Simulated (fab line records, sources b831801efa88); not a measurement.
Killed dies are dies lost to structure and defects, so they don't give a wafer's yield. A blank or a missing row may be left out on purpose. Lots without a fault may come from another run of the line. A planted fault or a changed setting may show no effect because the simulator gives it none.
One fault seen from 2 desks | flow gf180mcu | each desk has only its own numbers; what lay behind them comes last

THE TOOL OWNER'S DESK: rtp_anneal-02
The tool's own readings at GF_PSD_RTA_13 (time 20 s): means of the sampled wafers that have a number, for each lot that ran on this tool. A lot is out of limits, marked OUT, if its mean lies more than 4 standard deviations from the usual mean; the brackets give that distance.
Columns: A = lamp_power_pct at GF_PSD_RTA_13, usual 30.3 %; B = run_length_s at GF_PSD_RTA_13, usual 48.5 s; C = wafer_temp_C_max at GF_PSD_RTA_13, usual 1032.7
lot  | first seen here | A    | B              | C
L563 | day 14 04:09    | 30.0 | 48.5           | 1033.7
L564 | day 14 13:29    | 30.0 | 48.4           | 1033.8
L565 | day 14 20:57    | 30.0 | 48.4           | 1032.9
L567 | day 15 11:03    | 30.0 | 48.2           | 1034.4
L569 | day 16 04:10    | 30.0 | 56.6 (+18) OUT | 1034.6
L570 | day 16 11:06    | 30.0 | 54.5 (+13) OUT | 1032.2
L580 | day 20 11:59    | 30.0 | 48.4           | 1033.6
L582 | day 20 19:38    | 30.0 | 48.3           | 1032.3
L583 | day 21 06:01    | 30.0 | 48.6           | 1034.4
L584 | day 21 21:17    | 30.0 | 48.5           | 1033.6
L586 | day 22 06:53    | 30.0 | 48.4           | 1033.9
This desk's finding: out of limits on L569, L570; first on L569, day 16 04:10 (run_length_s at GF_PSD_RTA_13). In limits: L563, L564, L565, L567, L580, L582, L583, L584, L586.

THE METROLOGY DESK
What the gauges read, lot by lot, whatever tool the lot ran on: means of the sampled wafers that have a number. A lot is out of limits, marked OUT, if its mean lies more than 4 standard deviations from the usual mean; the brackets give that distance.
Columns: A = cd_nm at GF_PSD_CD_MEAS_07, usual 400.0 nm; B = NSD_RS at GF_PSD_RS_MEAS_14, usual 46.16 ohm/sq; C = PSD_RS at GF_PSD_RS_MEAS_15, usual 108.6 ohm/sq; D = CONTACT_CVD_02_THK at GF_CONTACT_THK_MEAS_03, usual 863 nm; E = cd_nm at GF_CONTACT_CD_MEAS_14, usual 220.3 nm
lot  | first seen here | A     | B               | C                | D   | E
L563 | day 14 03:38    | 400.6 | 46.22           | 108.7            | 858 | 221.0
L564 | day 14 12:59    | 400.5 | 46.22           | 108.4            | 859 | 222.2
L565 | day 14 20:26    | 402.1 | 46.23           | 108.8            | 854 | 221.6
L566 | day 15 05:35    | 398.3 | 46.16           | 108.5            | 854 | 219.2
L567 | day 15 10:32    | 400.4 | 46.03           | 108.4            | 864 | 221.0
L569 | day 16 03:40    | 398.8 | 44.37 (-18) OUT | 105.2 (-11) OUT  | 870 | 219.1
L570 | day 16 10:35    | 396.4 | 44.95 (-12) OUT | 106.2 (-7.7) OUT | 850 | 220.1
L578 | day 19 07:56    | 400.2 | 46.09           | 108.7            | 862 | 219.6
L580 | day 20 11:28    | 400.4 | 46.15           | 108.9            | 864 | 220.4
L582 | day 20 19:07    | 398.7 | 46.17           | 108.7            | 859 | 220.0
L583 | day 21 05:31    | 403.7 | 46.14           | 108.7            | 854 | 220.8
L584 | day 21 20:46    | 399.7 | 46.23           | 108.7            | 862 | 218.9
L586 | day 22 06:22    | 403.4 | 46.00           | 107.9            | 861 | 220.2
This desk's finding: out of limits on L569, L570; first on L569, day 16 04:16 (NSD_RS at GF_PSD_RS_MEAS_14). In limits: L563, L564, L565, L566, L567, L578, L580, L582, L583, L584, L586.

PUT TOGETHER
The tool owner's desk could have raised an alarm at day 16 04:10, on L569, L570.
The metrology desk could have raised an alarm at day 16 04:16, on L569, L570.
Of the lots named, all ran GF_PSD_RTA_13 on rtp_anneal-02.

WHAT THE SIMULATOR HAD PUT IN
Process parameter drift: rtp_anneal-02, from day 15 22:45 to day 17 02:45, at GF_PSD_RTA_13. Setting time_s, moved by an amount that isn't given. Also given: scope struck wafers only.
Lots struck among those shown: L569, L570.
Hours from the fault's start to each desk's first reading out of limits: the tool owner's desk, 5; the metrology desk, 6.
